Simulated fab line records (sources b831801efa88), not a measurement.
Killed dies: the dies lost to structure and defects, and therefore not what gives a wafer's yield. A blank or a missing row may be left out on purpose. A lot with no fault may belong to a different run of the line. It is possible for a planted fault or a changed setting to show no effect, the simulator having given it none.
Struck lot and sound lot, side by side :: flow sky130 :: 15 steps out of a route of 708
Sound: the wafers L304.4, L304.5, L304.6. Struck: wafer L308.3. Last of all comes the cause.
For every step that has rows: the tool of each side, followed by ch and its chambers, followed by its first start. Under that, the readings that differ: sound wafers :: struck wafers :: difference of the means :: sigmas: that difference in standard deviations of wafers without a fault.
alike: a reading whose means differ by less than 2 such deviations, as well as words and numbers matching on both sides. not compared: withheld readings; readings where some wafer has no value; bounds like >300 that might hide an equal value; numbers whose values overlap and for which the record gives no deviation.
The two part at a step that has a row with sigmas, a row that says differs or no value, or rows on one side only. When numbers do not overlap yet have no deviation, they are printed without sigmas and do not part them. A reading missing from all wafers of one side parts the sides only when that side holds two or more wafers.

SKY_VIA3_OVL_MEAS_13:
  sound on overlay-02, day 41 00:29; struck on overlay-02, day 41 16:13
  alike: VIA3_OVL
SKY_VIA3_ETCH_14: etches BARC in N2/H2, stops on SiO2, time 45.9 s, target depth 60 nm.
  sound on rieDiel-02 ch 0,1,3, day 41 00:30; struck on rieDiel-02 ch 1, day 41 16:15
  alike: drypumpMotorCurrentA, oesProductAu, throttleValvePct
  not compared: rfHoursCounterH
SKY_VIA3_ETCH_15: etches SiO2 in C4F8/O2/Ar, stops on TiN, target depth 507 nm, time 78 s.
  sound on rieDiel-02 ch 0,1,3, day 41 00:32; struck on rieDiel-02 ch 1, day 41 16:17
  alike: oesProductAu
  not compared: rfHoursCounterH
SKY_VIA3_STRIP_16: strips in O2/N2.
  sound on plasmaAsher-03 ch 0,1, day 41 00:38; struck on plasmaAsher-03 ch 1, day 41 16:23
  alike: drypumpMotorCurrentA, oesProductAu, stripTimeToEndpointS
  not compared: rfHoursCounterH
then, 3 steps without rows for these wafers: SKY_VIA3_STRIP_17 (strips in post etch residue remover, time 1200 s); SKY_VIA3_CLEAN_18 (cleans in IPA, time 180 s); SKY_VIA3_CLEAN_19 (cleans in O3/DIW).
SKY_VIA3_SPUTTER_20: material TiN, target thk 20 nm, time 80 s.
  sound on pvdSputter-03, day 41 01:14; struck on pvdSputter-02, day 41 16:56
reading: throttleValvePct (%)
sound: 30.9 31.8 30.8
struck: 28.0
difference: -3.2
sigmas: -3
  alike: chamberPressurePa
SKY_VIA3_CVD_21: deposits W, target thk 390 nm, time 117.31 s.
  sound on cvdW-01 ch 0,1, day 41 01:20; struck on cvdW-01 ch 1, day 41 17:05
  alike: heaterPowerW
  not compared: sinceWetCleanH
SKY_VIA3_RS_MEAS_22: the measuring method here is four-point-probe.
  sound on filmMetro-01, day 41 01:29; struck on filmMetro-04, day 41 17:17
  alike: VIA3_W_RS
SKY_VIA3_THK_MEAS_23: measures by xrf.
  sound on filmMetro-01, day 41 01:34; struck on filmMetro-04, day 41 17:23
  alike: VIA3_W_THK
then, 1 step without rows for these wafers: SKY_VIA3_CMP_24 (polishes, stops on SiO2, t overpolish 20 s, target thk 0 nm).
SKY_METAL4_SPUTTER_00: material Ti, target thk 15 nm, time 10 s.
  sound on pvdSputter-02, day 41 01:54; struck on pvdSputter-04, day 41 17:44
reading: chamberPressurePa (Pa)
sound: 0.3995 0.4011 0.3983
struck: 0.3857
difference: -0.0139
sigmas: -19
  alike: throttleValvePct
then, 1 step without rows for these wafers: SKY_METAL4_SPUTTER_01 (material TiN, target thk 20 nm, time 16.7 s).
-- the record jumps here: 6 days lie between the struck wafers' starts before and after (it left off in module METAL4 and takes up again in module PAD_OPEN, whose first step shown is number 708 of the route) --
SKY_PAD_OPEN_PROBE_99:
  sound on prober-02, day 46 23:04; struck on prober-01, day 47 11:50
reading: killedAtFrontEnd
sound: 6 6 6
struck: 16
difference: +10
sigmas: +2
  alike: killed_at_M0_to_M3, killed_at_M4_up, killedAtContacts, killedAtOther, killedDies, killedOpen, killedShort

== WHERE THEY PART ==
First at SKY_VIA3_SPUTTER_20; last, within this record, at SKY_PAD_OPEN_PROBE_99.

WHY: what had been put in by the simulator
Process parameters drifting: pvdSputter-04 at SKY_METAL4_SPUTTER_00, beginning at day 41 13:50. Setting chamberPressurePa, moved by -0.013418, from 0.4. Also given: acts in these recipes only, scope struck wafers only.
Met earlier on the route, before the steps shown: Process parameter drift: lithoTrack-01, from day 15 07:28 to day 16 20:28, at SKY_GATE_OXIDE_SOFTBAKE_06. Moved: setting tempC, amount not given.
